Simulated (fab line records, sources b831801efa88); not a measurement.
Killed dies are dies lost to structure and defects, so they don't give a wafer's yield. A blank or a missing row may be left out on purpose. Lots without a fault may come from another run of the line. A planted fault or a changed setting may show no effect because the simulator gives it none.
fab line records | flow sky130 | part 2 of 2: steps 30 to 43 of 43
record lots=5 wafers=15 last_day=50
route steps=708 shown CAPM@540 METAL3@555 VIA3@573
lots that met no fault: from a run of the same line without faults
start_h: hours from the record's first day to the start of the lot's first wafer shown | wait_h: hours since the lot's step before | " the same as in the row above | L1.1+2: a row that stands for several wafers | - no value, or no start given | * or withheld: withheld | < > ~ a bound
route shown NAME@n: a module of which the file shows steps, and the number in the route of the first | usual: mean/standard deviation of fault-free wafers | same: alike in all rows | chamber/n: place in a boat | sites: the reading at each site | _std_site: their standard deviation | _edge_site: outer sites' mean less inner sites' | radius_mm: how far each site lies from the wafer's centre | mask NAME#n: copy n | behind: the tool/chamber that last shaped the wafer | hold: why the lot was held/for how many hours/how that ended | device: the transistor (n, p or np) that didn't switch | end of line: the same wafers' tests at the end of the route | a step without rows: its recipe alone | killed: dies lost to structure and defects at the first sort, not the wafer's yield | map: a wafer's dies, x killed, . not, _ none there
set.NAME: the setting as run; set.NAME@STEP: as run at that earlier step | model.NAME: the simulator's own value behind a step, which no gauge read
lots at some steps of the route; a table a step, a row a wafer
services: from which hour (start_h, from the record's first day; less than 0 if before it) a tool's chamber was out of use, for how many hours, and why
## steps
# step SKY_METAL3_STRIP_19
# recipe chemistry=O2/N2 power_w=1400 pressure_mtorr=1500 platen_temp_c=withheld o2_flow_sccm=3000 n2_flow_sccm=300 overash_fraction=0.5
# usual drypump_motor_current_A=5.8/0.37 n2_flow_sccm=300.0/0.94 oes_product_au=0.502/0.005 strip_time_to_endpoint_s=6.55/0.059
# columns lot.wafer tool chamber start_h wait_h drypump_motor_current_A n2_flow_sccm oes_product_au rf_hours_counter_h strip_time_to_endpoint_s
L080.2 plasma_asher-01 1 949.49 0.1 5.9 300.0 0.509 21 6.59
L080.5 " 1 " " 5.9 300.4 0.493 - 6.52
L080.6 " 0 " " 5.4 300.2 0.501 - 6.54
L090.2 plasma_asher-01 0 1032.50 0.1 5.4 300.8 0.503 29 6.56
L090.4 " 0 " " 5.4 300.2 0.502 - 6.63
L090.5 " 1 " " 5.9 298.9 0.498 - 6.58
L093.2 plasma_asher-01 1 1039.14 0.1 5.9 299.6 0.491 30 6.50
L093.4 " 0 " " 5.4 300.0 0.502 - 6.49
L093.5 " 1 " " 5.9 299.9 0.505 - 6.51
L094.2 plasma_asher-02 0 1052.78 0.1 6.4 299.5 0.503 122 6.63
L094.3 " 0 " " 6.4 300.6 0.499 - 6.64
L094.5 " 1 " " 6.3 299.1 0.510 - 6.62
L096.2 plasma_asher-03 1 1071.69 0.1 5.3 300.4 0.497 92 6.49
L096.3 " 1 " " 5.3 301.2 0.498 - 6.45
L096.4 " 0 " " 5.8 300.4 0.499 - 6.54
# step SKY_METAL3_STRIP_20
# recipe chemistry=post_etch_residue_remover time_s=1200 temp_c=72.5
# usual temp_c=72.53/0.12
# columns lot.wafer tool chamber start_h wait_h temp_c
L080.2 wet_bench-01 2 949.59 0.1 72.56
L080.5 " 2 " " 72.58
L080.6 " 2 " " 72.43
L090.2 wet_bench-03 0 1032.60 0.1 72.41
L090.4 " 0 " " 72.50
L090.5 " 0 " " 72.42
L093.2 wet_bench-03 2 1039.25 0.1 72.62
L093.4 " 2 " " 72.53
L093.5 " 2 " " 72.75
L094.2 wet_bench-04 2 1052.88 0.1 72.52
L094.3 " 2 " " 72.48
L094.5 " 2 " " 72.53
L096.2 wet_bench-03 0 1071.79 0.1 72.57
L096.3 " 0 " " 72.53
L096.4 " 0 " " 72.43
# step SKY_METAL3_CLEAN_21
# recipe chemistry=IPA time_s=180 temp_c=25
# usual temp_c=25.00/0.12
# columns lot.wafer tool chamber start_h wait_h temp_c
L080.2 wet_bench-04 2 949.93 0.0 25.09
L080.5 " 2 " " 24.87
L080.6 " 2 " " 25.04
L090.2 wet_bench-01 1 1033.00 0.0 24.97
L090.4 " 1 " " 24.89
L090.5 " 1 " " 25.02
L093.2 wet_bench-01 0 1039.62 0.0 24.99
L093.4 " 0 " " 24.71
L093.5 " 0 " " 24.87
L094.2 wet_bench-01 3 1053.22 0.0 25.03
L094.3 " 3 " " 24.88
L094.5 " 3 " " 24.95
L096.2 wet_bench-04 2 1072.13 0.0 25.26
L096.3 " 2 " " 25.04
L096.4 " 2 " " 25.19
# step SKY_METAL3_CLEAN_22
# recipe chemistry=O3/DIW dry=n2_spin
# columns lot.wafer tool chamber start_h wait_h
L080.2+5+6 wet_bench-01 2 950.00 0.0
L090.2+4+5 wet_bench-04 2 1033.06 0.0
L093.2+4+5 wet_bench-03 1 1039.68 0.0
L094.2+3+5 wet_bench-04 0 1053.28 0.0
L096.2+3+4 wet_bench-03 2 1072.19 0.0
# step SKY_VIA3_HDPCVD_00
# recipe material=SiO2 target_thk_nm=1635 sigma_open_frac=0.3 time_s=272.5 temp_c=400 sih4_flow_sccm=60 pressure_mtorr=6
# columns lot.wafer tool chamber start_h wait_h
L080.2+5+6 hdpcvd-01 1,0,2 950.09 0.0
L090.2+4+5 hdpcvd-01 2,0,2 1033.15 0.0
L093.2+4+5 hdpcvd-01 1,1,2 1039.78 0.0
L094.2+3+5 hdpcvd-01 2,0,2 1053.37 0.0
L096.2+3+4 hdpcvd-02 2,0,0 1072.28 0.0
# step SKY_VIA3_THK_MEAS_01
# recipe reads=SiO2_of_VIA3_HDPCVD_00
# usual VIA3_HDPCVD_THK=1640/21
# columns lot.wafer tool chamber start_h wait_h VIA3_HDPCVD_THK[nm]
L080.2 film_metro-03 - 950.27 0.1 1649
L080.5 " - " " 1652
L080.6 " - " " 1661
L090.2 film_metro-04 - 1033.33 0.1 1624
L090.4 " - " " 1649
L090.5 " - " " 1643
L093.2 film_metro-02 - 1039.96 0.1 1640
L093.4 " - " " 1645
L093.5 " - " " 1651
L094.2 film_metro-02 - 1053.55 0.1 1645
L094.3 " - " " 1649
L094.5 " - " " 1652
L096.2 film_metro-02 - 1072.46 0.1 1615
L096.3 " - " " 1616
L096.4 " - " " 1587
# step SKY_VIA3_CMP_02
# recipe material=SiO2 down_force_psi=4 platen_rpm=60 pad_velocity_m_s=0.94248
# usual edge_zone_pressure_frac=1.001/0.0048 motor_current_A=12.1/1.1
# columns lot.wafer tool chamber start_h wait_h edge_zone_pressure_frac motor_current_A
L080.2 cmp-01 2 950.47 0.2 1.008 11.8
L080.6 " 3 " " 0.996 12.5
L080.5 " 0 " " 1.002 10.4
L090.2 cmp-01 1 1033.38 0.0 1.006 12.4
L090.4 " 3 " " 0.998 11.8
L090.5 " 2 " " 1.000 12.5
L093.2 cmp-01 0 1040.01 0.0 1.007 9.9
L093.4 " 3 " " 1.004 12.5
L093.5 " 0 " " 0.999 9.6
L094.2 cmp-02 1 1053.65 0.1 1.000 10.7
L094.3 " 2 " " 1.002 13.4
L094.5 " 0 " " 1.001 11.1
L096.3 cmp-02 3 1072.51 0.0 0.996 12.7
L096.2 " 1 " " 1.001 10.6
L096.4 " 2 " " 1.008 13.4
# step SKY_VIA3_BOW_MEAS_03
# recipe mode=bow
# usual VIA3_BOW=79/7.7
# columns lot.wafer tool chamber start_h wait_h VIA3_BOW[um]
L080.2 film_metro-03 - 950.64 0.1 83
L080.5 " - " " 81
L080.6 " - " " 69
L090.2 film_metro-04 - 1033.70 0.3 75
L090.4 " - " " 76
L090.5 " - " " 76
L093.2 film_metro-02 - 1040.33 0.3 75
L093.4 " - " " 76
L093.5 " - " " 89
L094.2 film_metro-03 - 1053.92 0.2 83
L094.3 " - " " 87
L094.5 " - " " 82
L096.2 film_metro-02 - 1072.83 0.2 84
L096.3 " - " " 76
L096.4 " - " " 74
# step SKY_VIA3_DEHYDRATE_04
# recipe temp_c=200 time_s=60
# columns lot.wafer tool chamber start_h wait_h
L080.2+5+6 litho_track-01 0 961.89 11.2
L090.2+4+5 litho_track-02 0 1043.78 10.1
L093.2+4+5 litho_track-01 0 1050.24 9.9
L094.2+3+5 litho_track-03 0 1064.25 10.3
L096.2+3+4 litho_track-01 0 1082.59 9.7
# step SKY_VIA3_HMDS_05
# recipe prime_time_s=60 prime_temp_c=120
# columns lot.wafer tool chamber start_h wait_h
L080.2+5+6 litho_track-01 0 962.04 0.1
L090.2+4+5 litho_track-02 0 1043.93 0.1
L093.2+4+5 litho_track-01 0 1050.39 0.1
L094.2+3+5 litho_track-03 0 1064.40 0.1
L096.2+3+4 litho_track-01 0 1082.74 0.1
# step SKY_VIA3_COAT_06
# recipe resist=BARC temp_c=withheld time_s=withheld spin_rpm=3000 resist_thk_nm=60
# columns lot.wafer tool chamber start_h wait_h
L080.2+5+6 litho_track-01 0 962.19 0.1
L090.2+4+5 litho_track-02 0 1044.08 0.1
L093.2+4+5 litho_track-01 0 1050.54 0.1
L094.2+3+5 litho_track-03 0 1064.55 0.1
L096.2+3+4 litho_track-01 0 1082.89 0.1
# step SKY_VIA3_COAT_07
# recipe resist=KrF-thick spin_rpm=3000 resist_thk_nm=450
# columns lot.wafer tool chamber start_h wait_h
L080.2+5+6 litho_track-01 0 - -
L090.2+4+5 litho_track-02 0 - -
L093.2+4+5 litho_track-01 0 - -
L094.2+3+5 litho_track-03 0 - -
L096.2+3+4 litho_track-01 0 - -
# step SKY_VIA3_SOFTBAKE_08
# recipe temp_c=100 time_s=90 resist=KrF-thick
# columns lot.wafer tool chamber start_h wait_h
L080.2+5+6 litho_track-01 0 - -
L090.2+4+5 litho_track-02 0 - -
L093.2+4+5 litho_track-01 0 - -
L094.2+3+5 litho_track-03 0 - -
L096.2+3+4 litho_track-01 0 - -
# step SKY_VIA3_EXPOSE_09
# recipe mask_id=VIM3 na=0.8 source_shape=annular sigma_inner=0.55 sigma_outer=0.85 target_cd_nm=200 dose_mj=38
# same sigma_inner=0.55
# columns lot.wafer tool chamber start_h wait_h mask
L080.2+5+6 krf_scanner-01 0 - - VIM3#0
L090.2+4+5 krf_scanner-02 0 - - VIM3#0
L093.2+4+5 krf_scanner-02 0 - - VIM3#0
L094.2+3+5 krf_scanner-02 0 - - VIM3#0
L096.2+3+4 krf_scanner-01 0 - - VIM3#0
## services
# columns tool chamber start_h hours kind
rie_metal-03 - 893.75 14.6 pm
krf_scanner-02 - 898.67 3.6 pm
krf_scanner-02 - 902.23 1.0 pm
hdpcvd-01 - 908.04 1.2 repair
hdpcvd-01 - 921.59 0.4 repair
rie_diel-04 - 924.58 14.6 pm
rie_diel-04 1 942.26 2.4 repair
iline_stepper-01 - 952.04 1.7 pm
rie_metal-03 - 957.29 10.0 pm
cmp-01 - 957.95 0.8 repair
rie_diel-04 2 960.06 7.6 repair
wet_bench-03 - 988.12 1.0 repair
rie_metal-04 - 989.88 2.2 repair
wet_bench-01 - 991.57 1.7 repair
wet_bench-04 - 994.38 1.1 repair
krf_scanner-02 - 999.62 1.3 pm
iline_stepper-01 - 1001.62 1.2 repair
krf_scanner-02 - 1004.61 0.8 repair
krf_scanner-02 - 1029.23 0.8 pm
rie_metal-03 - 1042.06 2.8 pm
rie_metal-04 0 1048.29 6.2 repair
plasma_asher-02 - 1055.25 9.0 pm
wet_bench-03 - 1066.33 2.4 repair
krf_scanner-02 - 1069.23 1.0 pm
